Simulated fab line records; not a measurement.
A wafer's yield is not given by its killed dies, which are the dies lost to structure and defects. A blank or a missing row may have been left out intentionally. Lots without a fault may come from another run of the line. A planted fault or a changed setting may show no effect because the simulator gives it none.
Which of the tools did it? | flow sky130 | Sampling: 11 lots, 33 wafers, 2 of 708 route steps

== WHAT EACH GAUGE READ, for each wafer ==
SKY_VIA1_OVL_MEAS_13. Usual: VIA1_OVL gives 2 nm (standard deviation 5.8).
lot  | measured     | on         | VIA1_OVL (nm) | flag
L886 | day 35 14:11 | overlay-01 | 4 -2 2        | 
L888 | day 35 14:53 | overlay-02 | 7 10 0        | 
L887 | day 35 17:17 | overlay-02 | 7 7 14        | 
L891 | day 36 05:47 | overlay-01 | -6 -6 -11     | 
L896 | day 37 16:39 | overlay-02 | 11 8 4        | 
L902 | day 39 11:29 | overlay-01 | -6 -1 -5      | 
L903 | day 39 18:17 | overlay-01 | -8 7 11       | 
L904 | day 40 02:44 | overlay-01 | 1 2 3         | 
L905 | day 40 03:35 | overlay-01 | 5 8 6         | 
L907 | day 40 11:38 | overlay-02 | -4 1 -1       | 
L906 | day 40 17:32 | overlay-01 | 5 4 1         | 

== TOOL THAT RAN EACH LOT (tool first, then ch and the chambers of the sampled wafers, then the start) ==
lot  | SKY_METAL1_STRIP_20
L886 | plasmaAsher-03 ch 0,1, day 34 10:01
L888 | plasmaAsher-01 ch 0,1, day 34 11:12
L887 | plasmaAsher-01 ch 0,1, day 34 13:38
L891 | plasmaAsher-01 ch 1, day 35 02:33
L896 | plasmaAsher-02 ch 0,1, day 36 13:49
L902 | plasmaAsher-02 ch 0,1, day 38 09:00
L903 | plasmaAsher-03 ch 0,1, day 38 16:22
L904 | plasmaAsher-02 ch 1, day 39 00:33
L905 | plasmaAsher-02 ch 0,1, day 39 01:30
L907 | plasmaAsher-03 ch 0,1, day 39 09:56
L906 | plasmaAsher-02 ch 0,1, day 39 16:27
- SKY_METAL1_STRIP_20: strips in O2/N2.

== WHAT THE TOOLS THEMSELVES READ (means of the sampled wafers that have a number; where no wafer has one, the mark that the record gives instead) ==
SKY_METAL1_STRIP_20. Usual: drypumpMotorCurrentA 5.8 A, standard deviation 0.55; n2FlowSccm 300.0 sccm, standard deviation 0.92; oesProductAu 0.344 a.u., standard deviation 0.0047; stripTimeToEndpointS 2.720 s, standard deviation 0.027.
lot  | tool           | drypumpMotorCurrentA (A) | n2FlowSccm (sccm) | oesProductAu (a.u.) | stripTimeToEndpointS (s) | flag
L886 | plasmaAsher-03 | 5.8                      | 299.6             | 0.342               | 2.691                    | 
L888 | plasmaAsher-01 | 5.5                      | 300.1             | 0.347               | 2.771                    | 
L887 | plasmaAsher-01 | 5.2                      | 299.6             | 0.341               | 2.698                    | 
L891 | plasmaAsher-01 | 4.9                      | 300.1             | 0.341               | 2.722                    | 
L896 | plasmaAsher-02 | 6.0                      | 299.9             | 0.346               | 2.734                    | 
L902 | plasmaAsher-02 | 6.4                      | 299.8             | 0.350               | 2.725                    | 
L903 | plasmaAsher-03 | 5.8                      | 299.6             | 0.344               | 2.680                    | 
L904 | plasmaAsher-02 | 5.7                      | 300.1             | 0.344               | 2.714                    | 
L905 | plasmaAsher-02 | 6.0                      | 299.4             | 0.349               | 2.719                    | 
L907 | plasmaAsher-03 | 6.0                      | 300.8             | 0.346               | 2.743                    | 
L906 | plasmaAsher-02 | 6.0                      | 300.8             | 0.345               | 2.696                    | 

== THE ANSWER, worked out from the rows above alone ==
Rule: take the mean of a lot's wafers that have a number; if it is more than 3 standard deviations from the usual mean, the lot is off. Also off: a lot with no number at a reading for which 4 or more lots have one. All remaining lots with rows at the step are treated as sound. First the gauges in route order, then the tools' own readings, where a lot's mean is used as printed above. The first step at which some lot is off is used, and at that step the reading that is off furthest; a lot without a number counts as furthest.
Nothing can be told from this: no lot is off at any reading shown.

== WHAT THE SIMULATOR HAD INSERTED ==
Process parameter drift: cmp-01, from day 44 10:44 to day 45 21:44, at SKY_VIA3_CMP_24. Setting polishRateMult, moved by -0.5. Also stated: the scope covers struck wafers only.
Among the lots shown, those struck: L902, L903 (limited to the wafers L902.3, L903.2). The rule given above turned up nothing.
